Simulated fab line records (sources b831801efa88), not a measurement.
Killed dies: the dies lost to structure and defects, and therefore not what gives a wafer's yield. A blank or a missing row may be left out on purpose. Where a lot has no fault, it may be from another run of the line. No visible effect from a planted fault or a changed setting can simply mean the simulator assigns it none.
Which tool was responsible? :: flow sky130 :: 12 lots, 36 wafers sampled, at 3 steps of a route of 708

== WHAT THE GAUGES READ, wafer by wafer ==
SKY_VIA3_CD_MEAS_12 targets a cd of 200 nm.
lot: L924
measured: day 39 02:44
on: cd-sem-02
cd-nm (nm): 199.1 197.6 197.8

lot: L925
measured: day 40 00:49
on: cd-sem-02
cd-nm (nm): 202.5 201.6 201.6

lot: L926
measured: day 40 17:52
on: cd-sem-01
cd-nm (nm): 201.1 201.6 202.8

lot: L928
measured: day 40 19:57
on: cd-sem-02
cd-nm (nm): 199.5 199.0 198.6

lot: L930
measured: day 42 08:37
on: cd-sem-02
cd-nm (nm): 202.2 200.1 200.5

lot: L931
measured: day 42 13:17
on: cd-sem-02
cd-nm (nm): 200.8 200.3 200.9

lot: L937
measured: day 44 04:02
on: cd-sem-01
cd-nm (nm): 198.2 197.3 197.9

lot: L936
measured: day 44 05:11
on: cd-sem-02
cd-nm (nm): 201.5 201.9 200.7

lot: L935
measured: day 44 08:14
on: cd-sem-02
cd-nm (nm): 200.2 198.2 199.5

lot: L938
measured: day 44 09:40
on: cd-sem-02
cd-nm (nm): 198.0 200.5 200.4

lot: L942
measured: day 44 15:13
on: cd-sem-01
cd-nm (nm): 199.5 199.9 200.2

lot: L945
measured: day 45 12:04
on: cd-sem-01
cd-nm (nm): 199.6 201.3 200.8

SKY_VIA3_OVL_MEAS_13.
lot: L924
measured: day 39 02:51
on: overlay-01
VIA3_OVL (nm): 6 13 9

lot: L925
measured: day 40 00:56
on: overlay-01
VIA3_OVL (nm): 9 12 6

lot: L926
measured: day 40 17:58
on: overlay-02
VIA3_OVL (nm): 3 10 14

lot: L928
measured: day 40 20:04
on: overlay-02
VIA3_OVL (nm): 9 3 4

lot: L930
measured: day 42 08:44
on: overlay-02
VIA3_OVL (nm): 11 8 6

lot: L931
measured: day 42 13:24
on: overlay-02
VIA3_OVL (nm): 12 4 2

lot: L937
measured: day 44 04:09
on: overlay-01
VIA3_OVL (nm): 8 10 18

lot: L936
measured: day 44 05:18
on: overlay-02
VIA3_OVL (nm): -1 3 -6

lot: L935
measured: day 44 08:22
on: overlay-02
VIA3_OVL (nm): 7 9 -3

lot: L938
measured: day 44 09:47
on: overlay-02
VIA3_OVL (nm): 7 6 9

lot: L942
measured: day 44 15:18
on: overlay-01
VIA3_OVL (nm): 11 12 6

lot: L945
measured: day 45 12:09
on: overlay-01
VIA3_OVL (nm): 13 13 19

SKY_VIA3_THK_MEAS_23: measures by xrf.
lot: L924
measured: day 39 04:22
on: film-metro-02
VIA3_W_THK (nm): 381 389 380

lot: L925
measured: day 40 01:59
on: film-metro-02
VIA3_W_THK (nm): 396 389 387

lot: L926
measured: day 40 19:01
on: film-metro-01
VIA3_W_THK (nm): 395 392 389

lot: L928
measured: day 40 21:08
on: film-metro-02
VIA3_W_THK (nm): 382 376 385

lot: L930
measured: day 42 09:50
on: film-metro-03
VIA3_W_THK (nm): 409 407 404

lot: L931
measured: day 42 14:27
on: film-metro-01
VIA3_W_THK (nm): 395 385 389

lot: L937
measured: day 44 05:11
on: film-metro-03
VIA3_W_THK (nm): 393 393 391

lot: L936
measured: day 44 06:20
on: film-metro-03
VIA3_W_THK (nm): 392 399 401

lot: L935
measured: day 44 09:26
on: film-metro-01
VIA3_W_THK (nm): 385 379 392

lot: L938
measured: day 44 10:53
on: film-metro-02
VIA3_W_THK (nm): 383 386 382

lot: L942
measured: day 44 16:21
on: film-metro-01
VIA3_W_THK (nm): 390 396 391

lot: L945
measured: day 45 13:11
on: film-metro-01
VIA3_W_THK (nm): 381 386 380

== EACH LOT AND THE TOOL THAT RAN IT (in order: tool; ch and the chambers of the sampled wafers; start) ==
There is no process step in the record ahead of these readings.

== AS READ BY THE TOOLS THEMSELVES (means over the sampled wafers that have a number; for cases with no such wafer, the mark the record gives instead) ==
The record holds no such reading with a usual standard deviation.

== THE ANSWER, worked out from the rows above alone ==
Rule: usual is defined by the lots themselves. The widest of any qualifying gaps counts: lots, ordered by their means at a reading, are off when they make up no more than a third of the lots, leave a main group of 4 or more, and stand apart from it by 3 or more times the standard deviation of that group's means. If all means in a main group match to the digits the tables above print for the reading, that group is not used. A lot without any number at a reading at which 4 lots or more have one is off too. Where the step has rows for the other lots, those lots are counted as sound. First the gauges in route order, then the tools' own readings, where a lot's mean is used as printed above. At the first step where some lot is off, the reading lying furthest off is the one used; lots without a number count as furthest.
Nothing can be told from this: no lot is off at any reading shown.

== WHAT THE SIMULATOR HAD INSERTED ==
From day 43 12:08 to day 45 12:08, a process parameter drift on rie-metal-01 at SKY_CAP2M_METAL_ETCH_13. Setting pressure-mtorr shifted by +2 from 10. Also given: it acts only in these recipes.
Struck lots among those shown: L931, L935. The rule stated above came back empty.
